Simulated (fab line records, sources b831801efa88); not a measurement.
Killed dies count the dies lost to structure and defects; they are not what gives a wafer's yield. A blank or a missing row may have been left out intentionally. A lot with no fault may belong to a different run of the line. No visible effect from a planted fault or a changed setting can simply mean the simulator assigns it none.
Matching of chambers | flow sfqLine | SFQ_TRILAYER_A5B_CMP_CMP_130 on cmp-01: 4 sister chambers
The step polishes, stops on Nb, target thk 340.7 nm. 4 wafers are shown with their chamber, then 9 later ones without.

WAFERS, EACH WITH ITS CHAMBER
wafer  | chamber | motorCurrentA (A)
L485.5 | 0       | 10.7
L493.6 | 2       | 11.1
L495.2 | 3       | 11.0
L495.5 | 1       | 11.1

WAFERS WHOSE CHAMBER IS MISSING
wafer  | motorCurrentA (A)
L497.1 | 10.1
L497.3 | 11.1
L497.6 | 10.9
L500.1 | 11.2
L500.2 | 11.1
L500.6 | 11.6
L501.4 | 10.9
L501.5 | 10.7
L501.6 | 11.1

THE CHAMBER EACH PASSED THROUGH
wafer  | from the rows above               | in truth
L497.1 | can't be placed: 0 or 3 or 1 or 2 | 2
L497.3 | can't be placed: 1 or 2 or 3 or 0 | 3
L497.6 | can't be placed: 3 or 1 or 2 or 0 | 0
L500.1 | can't be placed: 1 or 2 or 3 or 0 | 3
L500.2 | can't be placed: 1 or 2 or 3 or 0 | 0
L500.6 | can't be placed: 1 or 2 or 3 or 0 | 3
L501.4 | can't be placed: 3 or 1 or 2 or 0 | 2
L501.5 | can't be placed: 0 or 3 or 1 or 2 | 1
L501.6 | can't be placed: 1 or 2 or 3 or 0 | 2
0 of 9 placed correctly. From these rows, 9 cannot be placed; in 9 the true chamber is one of the candidates. 0 placed wrongly.
How it was worked out, from the rows above alone: a wafer's distance from a chamber is the root of the sum, over the readings, of the square of ((its reading less the chamber's mean) divided by the reading's scatter). The wafer belongs to the nearest chamber; if the next one is less than 2 further off, it can't be placed. The mean given for a chamber averages the wafers shown for that chamber. The scatter: root of mean squared gap, hidden wafer to nearest shown wafer, with one shown wafer a chamber.
